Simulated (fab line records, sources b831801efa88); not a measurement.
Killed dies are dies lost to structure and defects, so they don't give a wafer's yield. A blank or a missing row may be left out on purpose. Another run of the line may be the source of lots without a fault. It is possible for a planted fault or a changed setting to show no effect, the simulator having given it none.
Which tool was responsible? :: flow sky130 :: 11 lots with 33 wafers sampled at 3 steps, on a route of 708 steps

## WHAT EACH GAUGE READ, for each wafer
SKY_CONTACT_THK_MEAS_03. Usual: for CONTACT_HDPCVD_THK the level is 564 nm and the standard deviation is 6.9.
lot: L950
measured: day 30 23:53
on: filmMetro-02
CONTACT_HDPCVD_THK (nm): 551 564 552
flag: 

lot: L951
measured: day 31 09:10
on: filmMetro-02
CONTACT_HDPCVD_THK (nm): 571 562 564
flag: 

lot: L954
measured: day 32 00:32
on: filmMetro-04
CONTACT_HDPCVD_THK (nm): 565 571 567
flag: 

lot: L956
measured: day 32 17:50
on: filmMetro-04
CONTACT_HDPCVD_THK (nm): 553 555 560
flag: 

lot: L957
measured: day 33 00:32
on: filmMetro-02
CONTACT_HDPCVD_THK (nm): 563 562 562
flag: 

lot: L960
measured: day 34 04:01
on: filmMetro-03
CONTACT_HDPCVD_THK (nm): 562 561 563
flag: 

lot: L963
measured: day 34 16:45
on: filmMetro-02
CONTACT_HDPCVD_THK (nm): 454 565 558
flag: OFF

lot: L964
measured: day 35 04:08
on: filmMetro-04
CONTACT_HDPCVD_THK (nm): 557 435 559
flag: OFF

lot: L965
measured: day 35 08:16
on: filmMetro-03
CONTACT_HDPCVD_THK (nm): 564 572 563
flag: 

lot: L972
measured: day 37 12:22
on: filmMetro-03
CONTACT_HDPCVD_THK (nm): 565 566 560
flag: 

lot: L973
measured: day 37 17:02
on: filmMetro-04
CONTACT_HDPCVD_THK (nm): 573 567 572
flag: 

## WHAT TOOL EACH LOT RAN ON (gives the tool, then ch and the chambers of the sampled wafers, and finally the start)
lot: L950
SKY_LI_CONTACT_SPUTTER_20: pvdSputter-04, day 29 18:17
SKY_CONTACT_HDPCVD_02: hdpcvd-02 ch 1,2, day 30 23:49

lot: L951
SKY_LI_CONTACT_SPUTTER_20: pvdSputter-03, day 30 03:20
SKY_CONTACT_HDPCVD_02: hdpcvd-02 ch 1,2, day 31 09:05

lot: L954
SKY_LI_CONTACT_SPUTTER_20: pvdSputter-02, day 30 18:50
SKY_CONTACT_HDPCVD_02: hdpcvd-01 ch 0,2, day 32 00:28

lot: L956
SKY_LI_CONTACT_SPUTTER_20: pvdSputter-04, day 31 12:28
SKY_CONTACT_HDPCVD_02: hdpcvd-02 ch 0,1,2, day 32 17:46

lot: L957
SKY_LI_CONTACT_SPUTTER_20: pvdSputter-04, day 31 18:56
SKY_CONTACT_HDPCVD_02: hdpcvd-02 ch 1,2, day 33 00:28

lot: L960
SKY_LI_CONTACT_SPUTTER_20: pvdSputter-03, day 32 23:01
SKY_CONTACT_HDPCVD_02: hdpcvd-02 ch 0,2, day 34 03:55

lot: L963
SKY_LI_CONTACT_SPUTTER_20: pvdSputter-02, day 33 13:04
SKY_CONTACT_HDPCVD_02: hdpcvd-02 ch 0,1,2, day 34 16:40

lot: L964
SKY_LI_CONTACT_SPUTTER_20: pvdSputter-04, day 34 00:25
SKY_CONTACT_HDPCVD_02: hdpcvd-02 ch 0,2, day 35 04:04

lot: L965
SKY_LI_CONTACT_SPUTTER_20: pvdSputter-03, day 34 04:07
SKY_CONTACT_HDPCVD_02: hdpcvd-01 ch 0,1,2, day 35 08:11

lot: L972
SKY_LI_CONTACT_SPUTTER_20: pvdSputter-02, day 36 08:36
SKY_CONTACT_HDPCVD_02: hdpcvd-01 ch 0,1,2, day 37 12:18

lot: L973
SKY_LI_CONTACT_SPUTTER_20: pvdSputter-02, day 36 12:52
SKY_CONTACT_HDPCVD_02: hdpcvd-02 ch 0,1,2, day 37 16:58
- SKY_LI_CONTACT_SPUTTER_20: material TiN, target thk 20 nm, time 80 s.
- SKY_CONTACT_HDPCVD_02: deposits SiO2, target thk 565 nm, time 94.2 s.

## AS READ BY THE TOOLS THEMSELVES (means over the sampled wafers that have a number; for cases with no such wafer, the mark the record gives instead)
SKY_LI_CONTACT_SPUTTER_20. Usual: throttleValvePct at 30.1 %, with a standard deviation of 0.91.
lot: L950
tool: pvdSputter-04
throttleValvePct (%): 29.0
flag: 

lot: L951
tool: pvdSputter-03
throttleValvePct (%): 29.3
flag: 

lot: L954
tool: pvdSputter-02
throttleValvePct (%): 30.3
flag: 

lot: L956
tool: pvdSputter-04
throttleValvePct (%): 29.8
flag: 

lot: L957
tool: pvdSputter-04
throttleValvePct (%): 29.5
flag: 

lot: L960
tool: pvdSputter-03
throttleValvePct (%): 30.3
flag: 

lot: L963
tool: pvdSputter-02
throttleValvePct (%): 30.9
flag: 

lot: L964
tool: pvdSputter-04
throttleValvePct (%): 29.6
flag: 

lot: L965
tool: pvdSputter-03
throttleValvePct (%): 30.5
flag: 

lot: L972
tool: pvdSputter-02
throttleValvePct (%): 29.7
flag: 

lot: L973
tool: pvdSputter-02
throttleValvePct (%): 30.9
flag: 

SKY_CONTACT_HDPCVD_02. Usual: runLengthS 122.6 s, standard deviation 0.59; sih4FlowSccm 59.98 sccm, standard deviation 0.18.
lot: L950
tool: hdpcvd-02
runLengthS (s): 122.7
sih4FlowSccm (sccm): 59.97
flag: 

lot: L951
tool: hdpcvd-02
runLengthS (s): 122.9
sih4FlowSccm (sccm): 59.94
flag: 

lot: L954
tool: hdpcvd-01
runLengthS (s): 121.6
sih4FlowSccm (sccm): 59.91
flag: 

lot: L956
tool: hdpcvd-02
runLengthS (s): 122.9
sih4FlowSccm (sccm): 59.86
flag: 

lot: L957
tool: hdpcvd-02
runLengthS (s): 122.7
sih4FlowSccm (sccm): 59.96
flag: 

lot: L960
tool: hdpcvd-02
runLengthS (s): 122.8
sih4FlowSccm (sccm): 59.80
flag: 

lot: L963
tool: hdpcvd-02
runLengthS (s): 116.0
sih4FlowSccm (sccm): 60.11
flag: OFF

lot: L964
tool: hdpcvd-02
runLengthS (s): 116.3
sih4FlowSccm (sccm): 60.04
flag: OFF

lot: L965
tool: hdpcvd-01
runLengthS (s): 122.2
sih4FlowSccm (sccm): 60.11
flag: 

lot: L972
tool: hdpcvd-01
runLengthS (s): 122.3
sih4FlowSccm (sccm): 59.92
flag: 

lot: L973
tool: hdpcvd-02
runLengthS (s): 122.8
sih4FlowSccm (sccm): 59.86
flag: 

## THE ANSWER, worked out from the rows above alone
Rule: a lot is off if the mean of its wafers that have a number lies more than 3 standard deviations from the usual mean. Also off: a lot with no number at a reading for which 4 or more lots have one. All remaining lots with rows at the step are treated as sound. The gauges are gone through in route order, then the tools' own readings, and for those a lot's mean is taken as printed above. The first step at which some lot is off is used, and at that step the reading that is off furthest; a lot without a number counts as furthest.
Off: at SKY_CONTACT_THK_MEAS_03 (CONTACT_HDPCVD_THK), L963, L964.
A tool fits if, at a process step before that reading, it ran every lot that is off, and no sound lot after the first of them. Not tried: the gauges at SKY_CONTACT_THK_MEAS_03; whatever is off there is also off at SKY_CONTACT_HDPCVD_02, on other tools, and gauge error can't account for it. None of those tried fits.

## WHAT WAS PUT IN BY THE SIMULATOR
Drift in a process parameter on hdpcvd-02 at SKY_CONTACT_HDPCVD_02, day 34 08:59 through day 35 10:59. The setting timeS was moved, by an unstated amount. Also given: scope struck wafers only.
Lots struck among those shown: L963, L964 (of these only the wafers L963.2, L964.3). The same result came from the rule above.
